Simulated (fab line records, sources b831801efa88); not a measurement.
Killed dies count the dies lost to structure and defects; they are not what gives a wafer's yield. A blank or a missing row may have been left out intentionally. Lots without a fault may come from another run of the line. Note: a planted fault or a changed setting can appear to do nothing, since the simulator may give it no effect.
Split-lot experiment    flow sky130    23 wafers read across 5 lots, on a route 708 steps long

## THE SPLIT ITSELF
At SKY_FIELD_ISO_OXIDATION_22 (stabilise 600 s, purge 300 s, target thk 10 nm), the setting ox_time_s was moved away from the recipe's 623 s on 15 of the 23 wafers read, by -13.6% to +6.5%. All remaining wafers had this setting at the recipe value.

The file shows no step between the split and the reading.

## THE READING
FIELD_ISO_OXIDATION_01_THK (nm), taken at SKY_FIELD_ISO_THK_MEAS_23. On this fab line, fault-free wafers typically give 9.84 nm with a standard deviation of 0.12 nm.

wafer   tool, chamber at the split  ox_time_s as run, s  against the recipe  FIELD_ISO_OXIDATION_01_THK, nm  against lot-mates on the recipe
L074.1  -, -                        576.5                -7.5%               9.22                            no lot-mate on the recipe
L074.2  -, -                        576.5                -7.5%               9.27                            no lot-mate on the recipe
L074.3  -, -                        576.5                -7.5%               9.27                            no lot-mate on the recipe
L074.4  -, -                        576.5                -7.5%               9.19                            no lot-mate on the recipe
L074.5  -, -                        576.5                -7.5%               9.21                            no lot-mate on the recipe
L075.1  -, -                        663.5                +6.5%               10.11                           no lot-mate on the recipe
L075.2  -, -                        663.5                +6.5%               10.14                           no lot-mate on the recipe
L075.3  -, -                        663.5                +6.5%               10.19                           no lot-mate on the recipe
L075.4  -, -                        663.5                +6.5%               10.17                           no lot-mate on the recipe
L075.5  -, -                        663.5                +6.5%               10.08                           no lot-mate on the recipe
L077.1  -, -                        623                  recipe              9.90                            -
L077.2  -, -                        623                  recipe              9.93                            -
L077.3  -, -                        623                  recipe              9.77                            -
L077.5  -, -                        623                  recipe              9.87                            -
L077.6  -, -                        623                  recipe              9.75                            -
L078.3  furnace-01, 0               623                  recipe              9.80                            -
L078.4  furnace-01, 0               623                  recipe              9.63                            -
L078.5  furnace-01, 0               623                  recipe              9.60                            -
L080.1  -, -                        538.2                -13.6%              8.82                            no lot-mate on the recipe
L080.2  -, -                        538.2                -13.6%              8.90                            no lot-mate on the recipe
L080.3  -, -                        538.2                -13.6%              8.90                            no lot-mate on the recipe
L080.4  -, -                        538.2                -13.6%              9.08                            no lot-mate on the recipe
L080.5  -, -                        538.2                -13.6%              8.92                            no lot-mate on the recipe

THE FIT
A straight line over all 23 wafers: FIELD_ISO_OXIDATION_01_THK changes by +0.0623 nm for each +1% of ox_time_s; r = +0.98; the points scatter about the line by 0.092 nm.
Too few moved wafers with a lot-mate on the recipe to fit a line net of each lot's own level.

## THE WHOLE CHAIN: every reading that the file lists as answering this split, in the file's order
step                        what it does                                    reading                                                                                 change (the file's fit)                 r (the file's)
SKY_FIELD_ISO_OXIDATION_22  stabilise 600 s, purge 300 s, target thk 10 nm  SiO2_of_FIELD_ISO_OXIDATION_22.thk_nm (the simulator's own value, which no gauge read)  +0.0627 nm for each +1% of the setting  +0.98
SKY_FIELD_ISO_THK_MEAS_23                                                   FIELD_ISO_OXIDATION_01_THK                                                              +0.0623 for each +1% of the setting     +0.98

## FILE'S OWN FIT
FIELD_ISO_OXIDATION_01_THK changes by +0.0623 nm for each +1% of ox_time_s, r = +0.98.
